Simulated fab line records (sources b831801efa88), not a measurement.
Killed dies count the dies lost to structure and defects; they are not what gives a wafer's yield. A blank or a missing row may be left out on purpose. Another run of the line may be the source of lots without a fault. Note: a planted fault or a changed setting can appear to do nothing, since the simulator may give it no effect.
fab line records    flow sfqLine
[record] lots = 14  wafers = 42  lastDay = 86
route steps=325 shown INCOMING@1 L0V@24 M0@40 M1@59
lots untouched by any fault: they come from a run of this same line in which no faults occurred
startH: hours from the record's opening day to when the first of the lot's shown wafers began    waitH: hours elapsed since this lot's preceding step    " identical to the entry in the row above    L1.1+2: one row covering several wafers at once    - no value, or no start was given    * or withheld: withheld    < > ~ a bound
route shown NAME@n: names a module that has steps shown in the file, with the first one's number in the route    usual: average and standard deviation across the fault-free wafers    same: alike in all rows    chamber/n: place in a boat    sites: readings site by site    _std_site: the values' standard deviation    _edge_site: the outer-site mean with the inner-site mean subtracted    radiusMm: for every site, how far away it sits from the centre of the wafer    mask NAME#n: copy n    behind: the last tool/chamber to shape the wafer    hold: why the lot went on hold/how many hours it stayed there/how the hold came to an end    device: which transistor (n, p or np) failed to switch    end of line: the same wafers' tests at the end of the route    a step given without rows: its recipe and nothing more    killed: not the wafer's yield, but the dies lost to structure and defects at the first sort    map: shows each die of a wafer: x if killed, . if not, _ if none is there
set.NAME: the setting that was run; set.NAME@STEP: the one run at that earlier step    model.NAME: the simulator's own value behind a step, which no gauge read
one table for each step of the route and one row for each wafer, over a sample of lots
services: a tool's chamber out of use, with start hour (startH, from the record's first day; less than 0 if before it), hours out, and reason
[[steps]]
[step SFQ_INCOMING_BOW_MEAS_900]
[recipe] mode = bow
[usual] INCOMING_BOW = -1/6.5
lot.wafer  tool          chamber  startH  waitH  INCOMING_BOW[um]
L563.3     filmMetro-03  -        20.04   -      -6
L563.5     "             -        "       "      1
L563.6     "             -        "       "      -2
L564.3     filmMetro-03  -        25.04   -      3
L564.5     "             -        "       "      13
L564.6     "             -        "       "      -6
L572.1     filmMetro-02  -        65.00   -      -4
L572.3     "             -        "       "      -13
L572.6     "             -        "       "      3
L573.1     filmMetro-03  -        70.00   -      -6
L573.4     "             -        "       "      0
L573.6     "             -        "       "      -3
L574.2     filmMetro-02  -        75.02   -      -12
L574.3     "             -        "       "      -10
L574.6     "             -        "       "      -1
L575.2     filmMetro-02  -        80.02   -      10
L575.4     "             -        "       "      -6
L575.5     "             -        "       "      -11
L576.2     filmMetro-01  -        85.02   -      12
L576.3     "             -        "       "      11
L576.6     "             -        "       "      6
L577.4     filmMetro-02  -        90.06   -      -4
L577.5     "             -        "       "      0
L577.6     "             -        "       "      -1
L579.2     filmMetro-01  -        100.02  -      4
L579.3     "             -        "       "      -2
L579.4     "             -        "       "      4
L580.2     filmMetro-02  -        105.02  -      -2
L580.5     "             -        "       "      11
L580.6     "             -        "       "      -4
L581.1     filmMetro-03  -        110.00  -      3
L581.3     "             -        "       "      -7
L581.4     "             -        "       "      7
L582.1     filmMetro-03  -        115.00  -      3
L582.3     "             -        "       "      -1
L582.4     "             -        "       "      4
L583.3     filmMetro-03  -        120.04  -      17
L583.5     "             -        "       "      4
L583.6     "             -        "       "      -8
L584.4     filmMetro-02  -        125.06  -      -4
L584.5     "             -        "       "      0
L584.6     "             -        "       "      2
[step SFQ_TRILAYER_L0_VIA_BARC_OPEN_VIA_ETCH_021]
[recipe] maskMaterial = PR  chemistry = O2  targetDepthNm = 125  target = BARC  sourceW = 500  biasW = 80  pressureMtorr = 30  timeS = 41.7
[usual] drypumpMotorCurrentA = 5.8/0.51  oesProductAu = 0.688/0.0046
lot.wafer  tool        chamber  startH  waitH  drypumpMotorCurrentA  oesProductAu  rfHoursCounterH
L563.3     rieDiel-01  2        142.78  0.0    5.5                   0.690         33
L563.5     "           0        "       "      6.8                   0.694         -
L563.6     "           1        "       "      6.4                   0.685         -
L564.3     rieDiel-01  0        151.18  0.0    6.7                   0.690         44
L564.5     "           3        "       "      5.8                   0.689         -
L564.6     "           0        "       "      6.7                   0.684         -
L572.1     rieDiel-02  1        236.71  0.0    6.4                   0.687         133
L572.3     "           3        "       "      5.6                   0.689         4
L572.6     "           3        "       "      5.6                   0.684         -
L573.1     rieDiel-01  2        251.11  0.0    5.4                   0.688         34
L573.4     "           0        "       "      6.7                   0.677         -
L573.6     "           2        "       "      5.4                   0.688         -
L574.2     rieDiel-02  1        252.31  0.0    6.4                   0.689         133
L574.3     "           0        "       "      5.9                   0.687         46
L574.6     "           3        "       "      5.6                   0.685         -
L575.2     rieDiel-04  1        253.51  0.0    5.5                   0.688         70
L575.4     "           2        "       "      5.9                   0.692         -
L575.5     "           3        "       "      5.9                   0.684         -
L576.2     rieDiel-02  1        255.91  0.0    6.4                   0.685         133
L576.3     "           2        "       "      5.0                   0.687         56
L576.6     "           3        "       "      5.6                   0.682         -
L577.4     rieDiel-04  1        257.13  0.0    5.5                   0.685         -
L577.5     "           2        "       "      6.0                   0.695         -
L577.6     "           3        "       "      5.9                   0.694         -
L579.2     rieDiel-02  1        259.51  0.0    6.5                   0.693         133
L579.3     "           3        "       "      5.6                   0.689         4
L579.4     "           0        "       "      5.9                   0.689         47
L580.2     rieDiel-04  3        260.71  0.0    5.9                   0.683         92
L580.5     "           2        "       "      5.9                   0.697         -
L580.6     "           1        "       "      5.5                   0.692         -
L581.1     rieDiel-01  3        261.91  0.0    5.8                   0.689         96
L581.3     "           2        "       "      5.5                   0.688         34
L581.4     "           3        "       "      5.8                   0.692         -
L582.1     rieDiel-02  3        263.25  0.0    5.6                   0.683         4
L582.3     "           0        "       "      5.9                   0.692         47
L582.4     "           1        "       "      6.4                   0.691         134
L583.3     rieDiel-04  2        264.31  0.0    5.9                   0.686         92
L583.5     "           1        "       "      5.5                   0.690         -
L583.6     "           2        "       "      6.0                   0.692         -
L584.4     rieDiel-01  3        265.53  0.0    5.8                   0.681         -
L584.5     "           2        "       "      5.5                   0.684         -
L584.6     "           0        "       "      6.7                   0.691         -
[step SFQ_TRILAYER_M0_ETCH_METAL_ETCH_024]
[recipe] target = Nb  stopOn = SiO2  maskMaterial = PR  chemistry = Cl2/Ar  targetDepthNm = 240  icpW = 600  biasW = 80  pressureMtorr = 10  timeS = 120
[usual] drypumpMotorCurrentA = 5.8/0.53  oesProductAu = 0.891/0.0061
lot.wafer  tool         chamber  startH  waitH  drypumpMotorCurrentA  oesProductAu  rfHoursCounterH
L563.3     rieMetal-01  0        245.21  0.1    5.3                   0.894         -
L563.5     "            0        "       "      5.3                   0.889         -
L563.6     "            1        "       "      6.2                   0.880         -
L564.3     rieMetal-01  1        256.78  0.1    6.2                   0.892         -
L564.5     "            0        "       "      5.3                   0.899         -
L564.6     "            1        "       "      6.2                   0.904         -
L572.1     rieMetal-03  0        341.81  0.0    6.6                   0.885         136
L572.3     "            0        "       "      6.6                   0.889         -
L572.6     "            0        "       "      6.6                   0.887         -
L573.1     rieMetal-03  0        359.08  0.0    6.6                   0.898         138
L573.4     "            1        "       "      6.1                   0.889         -
L573.6     "            1        "       "      6.1                   0.891         -
L574.2     rieMetal-03  1        361.48  0.0    6.1                   0.899         144
L574.3     "            1        "       "      6.1                   0.897         -
L574.6     "            1        "       "      6.1                   0.899         -
L575.2     rieMetal-02  1        365.80  0.0    5.2                   0.887         48
L575.4     "            0        "       "      6.1                   0.896         -
L575.5     "            0        "       "      6.1                   0.897         -
L576.2     rieMetal-02  0        368.53  0.0    6.1                   0.886         55
L576.3     "            1        "       "      5.2                   0.891         -
L576.6     "            1        "       "      5.2                   0.883         -
L577.4     rieMetal-02  1        370.64  0.1    5.2                   0.884         -
L577.5     "            0        "       "      6.1                   0.885         -
L577.6     "            1        "       "      5.2                   0.876         -
L579.2     rieMetal-02  1        374.20  0.0    5.2                   0.892         50
L579.3     "            0        "       "      6.1                   0.889         -
L579.4     "            1        "       "      5.1                   0.889         -
L580.2     rieMetal-02  1        375.40  0.0    5.2                   0.893         50
L580.5     "            1        "       "      5.2                   0.898         -
L580.6     "            0        "       "      6.1                   0.889         -
L581.1     rieMetal-01  0        379.00  0.0    5.3                   0.891         86
L581.3     "            0        "       "      5.3                   0.879         -
L581.4     "            1        "       "      6.2                   0.886         -
L582.1     rieMetal-02  0        380.20  0.0    6.1                   0.887         58
L582.3     "            0        "       "      6.1                   0.892         -
L582.4     "            1        "       "      5.2                   0.888         -
L583.3     rieMetal-01  0        381.44  0.1    5.3                   0.885         -
L583.5     "            0        "       "      5.3                   0.901         -
L583.6     "            1        "       "      6.2                   0.895         -
L584.4     rieMetal-01  1        382.64  0.1    6.2                   0.896         -
L584.5     "            1        "       "      6.2                   0.898         -
L584.6     "            0        "       "      5.3                   0.894         -
[step SFQ_TRILAYER_M1_DEP_SPUTTER_037]
[recipe] material = Nb  basePressurePa = 1.33e-06  chamberPressurePa = 0.1333  substrateTempC = 20  resputterCathodeVoltageV = 400  targetThkNm = 200  powerW = 2000  timeS = 133.3
[usual] basePressurePa = 1.33e-06/7.6e-08  cathodeDcPowerW = 2000.0/0.36  throttleValvePct = 29.6/1.1
lot.wafer  tool           chamber  startH  waitH  basePressurePa  cathodeDcPowerW  throttleValvePct
L563.3     pvdSputter-04  -        357.60  0.0    1.37e-06        2000.2           28.9
L563.5     "              -        "       "      1.12e-06        2000.1           30.8
L563.6     "              -        "       "      1.43e-06        2000.0           29.0
L564.3     pvdSputter-04  -        377.49  0.0    1.3e-06         1999.4           28.7
L564.5     "              -        "       "      1.21e-06        2000.1           30.9
L564.6     "              -        "       "      1.26e-06        2000.0           29.1
L572.1     pvdSputter-06  -        454.33  0.0    -               -                -
L572.3     "              -        "       "      -               -                -
L572.6     "              -        "       "      -               -                -
L573.1     pvdSputter-03  -        476.93  0.0    -               -                -
L573.4     "              -        "       "      -               -                -
L573.6     "              -        "       "      -               -                -
L574.2     pvdSputter-06  -        485.33  0.0    1.41e-06        2000.4           28.0
L574.3     "              -        "       "      1.31e-06        2000.0           30.3
L574.6     "              -        "       "      1.37e-06        1999.7           30.1
L575.2     pvdSputter-04  -        491.33  0.0    1.3e-06         2000.1           30.8
L575.4     "              -        "       "      1.27e-06        2000.6           30.4
L575.5     "              -        "       "      1.38e-06        1999.8           30.1
L576.2     pvdSputter-03  -        494.93  0.0    1.38e-06        1999.5           31.3
L576.3     "              -        "       "      1.24e-06        2000.5           30.1
L576.6     "              -        "       "      1.28e-06        2000.1           31.5
L577.4     pvdSputter-06  -        497.33  0.0    1.39e-06        2000.5           28.0
L577.5     "              -        "       "      1.37e-06        2000.0           27.8
L577.6     "              -        "       "      1.37e-06        2000.3           29.5
L579.2     pvdSputter-03  -        500.93  0.0    1.42e-06        2000.0           27.7
L579.3     "              -        "       "      1.24e-06        2000.0           30.2
L579.4     "              -        "       "      1.23e-06        1999.8           31.3
L580.2     pvdSputter-03  -        505.73  0.0    1.37e-06        1999.7           31.1
L580.5     "              -        "       "      1.29e-06        2000.7           27.4
L580.6     "              -        "       "      1.38e-06        1999.7           30.3
L581.1     pvdSputter-06  -        509.35  0.0    1.4e-06         2000.3           30.4
L581.3     "              -        "       "      1.33e-06        1999.8           28.2
L581.4     "              -        "       "      1.24e-06        2000.2           29.2
L582.1     pvdSputter-04  -        514.15  0.0    1.33e-06        1999.7           28.9
L582.3     "              -        "       "      1.21e-06        2000.4           29.0
L582.4     "              -        "       "      1.58e-06        1999.8           30.8
L583.3     pvdSputter-03  -        515.35  0.0    1.31e-06        2000.0           29.7
L583.5     "              -        "       "      1.29e-06        2000.2           29.9
L583.6     "              -        "       "      1.39e-06        1999.7           31.3
L584.4     pvdSputter-06  -        517.87  0.0    1.31e-06        2000.1           30.4
L584.5     "              -        "       "      1.33e-06        2000.1           30.3
L584.6     "              -        "       "      1.31e-06        1999.7           28.6
[step SFQ_M1_RS_MEAS_909]
[recipe] thkMeasGauge = four-point-probe  reads = Nb_of_TRILAYER_M1_DEP_SPUTTER_037
[usual] M1_NB_RS = 0.890/0.0082
lot.wafer  tool          chamber  startH  waitH  M1_NB_RS[ohm/sq]
L563.3     filmMetro-02  -        357.73  0.1    0.885
L563.5     "             -        "       "      0.892
L563.6     "             -        "       "      0.889
L564.3     filmMetro-01  -        377.62  0.1    0.895
L564.5     "             -        "       "      0.887
L564.6     "             -        "       "      0.891
L572.1     filmMetro-01  -        454.42  0.0    -
L572.3     "             -        "       "      -
L572.6     "             -        "       "      -
L573.1     filmMetro-03  -        477.02  0.0    -
L573.4     "             -        "       "      -
L573.6     "             -        "       "      -
L574.2     filmMetro-01  -        485.44  0.1    0.900
L574.3     "             -        "       "      0.911
L574.6     "             -        "       "      0.908
L575.2     filmMetro-01  -        491.44  0.1    0.888
L575.4     "             -        "       "      0.884
L575.5     "             -        "       "      0.890
L576.2     filmMetro-02  -        495.04  0.1    0.901
L576.3     "             -        "       "      0.898
L576.6     "             -        "       "      0.902
L577.4     filmMetro-03  -        497.48  0.1    0.880
L577.5     "             -        "       "      0.876
L577.6     "             -        "       "      0.884
L579.2     filmMetro-02  -        501.04  0.1    0.898
L579.3     "             -        "       "      0.910
L579.4     "             -        "       "      0.903
L580.2     filmMetro-01  -        505.84  0.1    0.895
L580.5     "             -        "       "      0.892
L580.6     "             -        "       "      0.894
L581.1     filmMetro-03  -        509.44  0.0    0.893
L581.3     "             -        "       "      0.885
L581.4     "             -        "       "      0.889
L582.1     filmMetro-02  -        514.24  0.0    0.891
L582.3     "             -        "       "      0.882
L582.4     "             -        "       "      0.888
L583.3     filmMetro-03  -        515.48  0.1    0.888
L583.5     "             -        "       "      0.891
L583.6     "             -        "       "      0.894
L584.4     filmMetro-02  -        518.02  0.1    0.893
L584.5     "             -        "       "      0.890
L584.6     "             -        "       "      0.890
[step SFQ_TRILAYER_M1_ETCH_METAL_ETCH_042]
[recipe] target = Nb  stopOn = SiO2  maskMaterial = PR  chemistry = Cl2/Ar  targetDepthNm = 240  icpW = 600  biasW = 80  pressureMtorr = 10  timeS = 120
[usual] drypumpMotorCurrentA = 5.5/0.51  oesProductAu = 0.894/0.0069
lot.wafer  tool         chamber  startH  waitH  drypumpMotorCurrentA  oesProductAu  rfHoursCounterH
L563.3     rieMetal-01  1        360.45  0.1    6.2                   0.899         -
L563.5     "            1        "       "      6.2                   0.886         -
L563.6     "            0        "       "      5.3                   0.885         -
L564.3     rieMetal-04  1        380.28  0.1    5.8                   0.888         -
L564.5     "            1        "       "      5.8                   0.900         -
L564.6     "            0        "       "      4.8                   0.892         -
L572.1     rieMetal-01  0        620.22  0.1    5.3                   0.377         121
L572.3     "            0        "       "      5.3                   0.377         -
L572.6     "            0        "       "      5.3                   0.380         -
L573.1     rieMetal-01  0        641.01  0.0    5.3                   0.371         126
L573.4     "            0        "       "      5.3                   0.372         -
L573.6     "            1        "       "      6.2                   0.381         -
L574.2     rieMetal-02  1        649.41  0.0    5.1                   0.880         94
L574.3     "            0        "       "      6.1                   0.895         -
L574.6     "            0        "       "      6.1                   0.877         -
L575.2     rieMetal-01  1        654.21  0.0    6.2                   0.890         72
L575.4     "            0        "       "      5.3                   0.895         -
L575.5     "            0        "       "      5.3                   0.896         -
L576.2     rieMetal-01  1        660.21  0.0    6.2                   0.894         73
L576.3     "            1        "       "      6.2                   0.880         -
L576.6     "            1        "       "      6.2                   0.888         -
L577.4     rieMetal-02  0        662.65  0.1    6.1                   0.902         -
L577.5     "            1        "       "      5.2                   0.903         -
L577.6     "            0        "       "      6.1                   0.897         -
L579.2     rieMetal-01  0        665.01  0.0    5.3                   0.890         128
L579.3     "            1        "       "      6.2                   0.886         -
L579.4     "            0        "       "      5.3                   0.892         -
L580.2     rieMetal-04  0        669.81  0.0    4.8                   0.889         94
L580.5     "            0        "       "      4.8                   0.893         -
L580.6     "            1        "       "      5.8                   0.893         -
L581.1     rieMetal-02  0        672.21  0.0    6.1                   0.889         99
L581.3     "            1        "       "      5.2                   0.899         -
L581.4     "            0        "       "      6.1                   0.892         -
L582.1     rieMetal-02  0        675.81  0.0    6.1                   0.885         99
L582.3     "            1        "       "      5.2                   0.899         -
L582.4     "            0        "       "      6.1                   0.899         -
L583.3     rieMetal-04  1        678.25  0.1    5.8                   0.899         -
L583.5     "            1        "       "      5.8                   0.898         -
L583.6     "            0        "       "      4.8                   0.889         -
L584.4     rieMetal-04  1        680.65  0.1    5.8                   0.898         -
L584.5     "            0        "       "      4.8                   0.895         -
L584.6     "            1        "       "      5.8                   0.893         -
[[services]]
tool           chamber  startH  hours  kind
rieDiel-02     0        159.02  4.1    repair
pvdSputter-03  -        165.58  0.6    repair
pvdSputter-06  -        194.86  4.5    repair
rieDiel-01     2        218.06  23.0   repair
rieMetal-02    0        236.28  11.7   repair
rieMetal-01    -        243.20  1.4    pm
pvdSputter-03  -        254.51  1.5    repair
rieDiel-01     0        271.57  3.7    repair
rieMetal-02    0        289.66  11.2   repair
rieDiel-02     -        309.76  0.8    repair
rieDiel-02     1        315.85  5.1    repair
rieMetal-01    -        316.82  1.0    repair
rieMetal-02    0        327.09  12.5   repair
pvdSputter-03  -        350.46  4.2    repair
rieDiel-02     -        368.94  2.8    pm
pvdSputter-06  -        378.95  5.1    repair
pvdSputter-03  -        387.93  2.1    repair
pvdSputter-03  -        425.60  1.7    repair
rieDiel-01     1        458.28  3.9    repair
rieDiel-01     1        506.37  7.4    repair
pvdSputter-06  -        525.90  0.8    repair
rieMetal-02    0        575.51  4.6    repair
rieMetal-02    0        592.82  10.0   repair
rieMetal-01    1        616.85  12.0   repair
[[key]]
[firstSign] step = SFQ_TRILAYER_M1_DEP_SPUTTER_037  reading = toolRecord  direction = missing
[effect] step = SFQ_M1_RS_MEAS_909  reading = M1_NB_RS  direction = missing
[effect] step = SFQ_TRILAYER_M1_ETCH_METAL_ETCH_042  reading = oesProductAu  direction = down  sigmas = 75  usual = 0.894  struck = 0.376
metAt SFQ_TRILAYER_M1_DEP_SPUTTER_037
struckLots L572,L573
notActingAt SFQ_INCOMING_BOW_MEAS_900,SFQ_TRILAYER_L0_VIA_BARC_OPEN_VIA_ETCH_021,SFQ_TRILAYER_M0_ETCH_METAL_ETCH_024
[fault] kind = skippedStepWhole  tool = pvdSputter-03,pvdSputter-06  chamber = -  onsetH = 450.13  steps = SFQ_TRILAYER_M1_DEP_SPUTTER_037  scope = struckLotsOnly
